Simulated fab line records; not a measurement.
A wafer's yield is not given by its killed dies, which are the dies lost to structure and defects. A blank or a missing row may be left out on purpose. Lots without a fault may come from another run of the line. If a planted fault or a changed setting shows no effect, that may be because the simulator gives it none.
Matching of chambers | flow sky130 | cmp-02 running SKY_LI_CONTACT_CMP_02: 4 sister chambers
The step polishes PSG. 27 wafers are shown with their chamber, then 12 later ones without.

== EACH WAFER AND ITS CHAMBER ==
wafer  | chamber | motor-current-A (A) | time-to-endpoint-s (s)
L074.3 | 0       | 12.0                | 37.0
L074.4 | 3       | 12.7                | 34.8
L074.5 | 3       | 12.3                | 39.1
L075.3 | 0       | 12.9                | 36.8
L075.4 | 3       | 12.5                | 31.7
L075.6 | 0       | 13.5                | 36.3
L076.1 | 2       | 13.6                | 31.7
L076.3 | 0       | 12.6                | 38.2
L076.6 | 0       | 13.0                | 35.6
L077.1 | 0       | 12.4                | 35.4
L077.3 | 3       | 12.6                | 33.7
L077.5 | 1       | 11.9                | 31.0
L078.1 | 3       | 12.7                | 33.7
L078.5 | 2       | 13.5                | 31.5
L078.6 | 1       | 11.5                | 32.5
L079.1 | 2       | 12.8                | 30.0
L079.5 | 1       | 12.1                | 29.7
L079.6 | 0       | 12.9                | 32.3
L080.1 | 1       | 12.3                | 29.4
L080.3 | 2       | 13.3                | 32.8
L080.6 | 1       | 11.7                | 31.8
L081.2 | 2       | 12.9                | 29.1
L081.4 | 1       | 12.1                | 26.9
L081.6 | 3       | 12.3                | 28.6
L084.2 | 2       | 14.5                | 29.8
L084.4 | 3       | 11.7                | 29.5
L084.5 | 0       | 12.4                | 36.2

SIGNATURES, as means of the wafers listed above
reading            | chamber 0 | chamber 1 | chamber 2 | chamber 3 | scatter within a chamber
motor-current-A    | 12.713    | 11.933    | 13.433    | 12.400    | 0.444
time-to-endpoint-s | 35.975    | 30.217    | 30.817    | 33.014    | 2.34
Rule: distance of a wafer from a chamber = root of the sum over the readings of ((wafer's reading minus chamber's mean) / reading's scatter) squared. If the next closest chamber is less than 2 further off than the closest, the wafer can't be placed; otherwise it belongs to the closest. The scatter is the square root of a quotient: the sum, over the shown wafers, of each reading's squared deviation from its chamber's mean, divided by wafers minus chambers.

== WAFERS WHOSE CHAMBER IS MISSING ==
wafer  | motor-current-A (A) | time-to-endpoint-s (s)
L086.3 | 13.7                | 26.5
L086.4 | 11.9                | 29.6
L086.6 | 11.9                | 28.6
L089.2 | 14.1                | 30.0
L089.4 | 12.0                | 27.1
L089.6 | 13.4                | 27.9
L094.2 | 13.8                | 32.6
L094.4 | 12.0                | 30.5
L094.5 | 12.1                | 30.2
L096.3 | 12.2                | 31.4
L096.4 | 13.1                | 31.0
L096.6 | 12.6                | 35.0

== EACH ONE'S CHAMBER ==
wafer  | from the rows above               | in truth
L086.3 | 2                                 | 2
L086.4 | can't be placed: 1 or 3           | 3
L086.6 | can't be placed: 1 or 3           | 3
L089.2 | 2                                 | 2
L089.4 | can't be placed: 1 or 3           | 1
L089.6 | can't be placed: 2 or 3           | 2
L094.2 | can't be placed: 2 or 0           | 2
L094.4 | can't be placed: 1 or 3           | 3
L094.5 | can't be placed: 1 or 3           | 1
L096.3 | can't be placed: 1 or 3 or 0      | 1
L096.4 | can't be placed: 2 or 3 or 0 or 1 | 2
L096.6 | can't be placed: 0 or 3           | 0
2 of 12 placed correctly. Can't be placed from these rows: 10 (the true chamber is among the candidates in 10). Placed wrongly: 0.
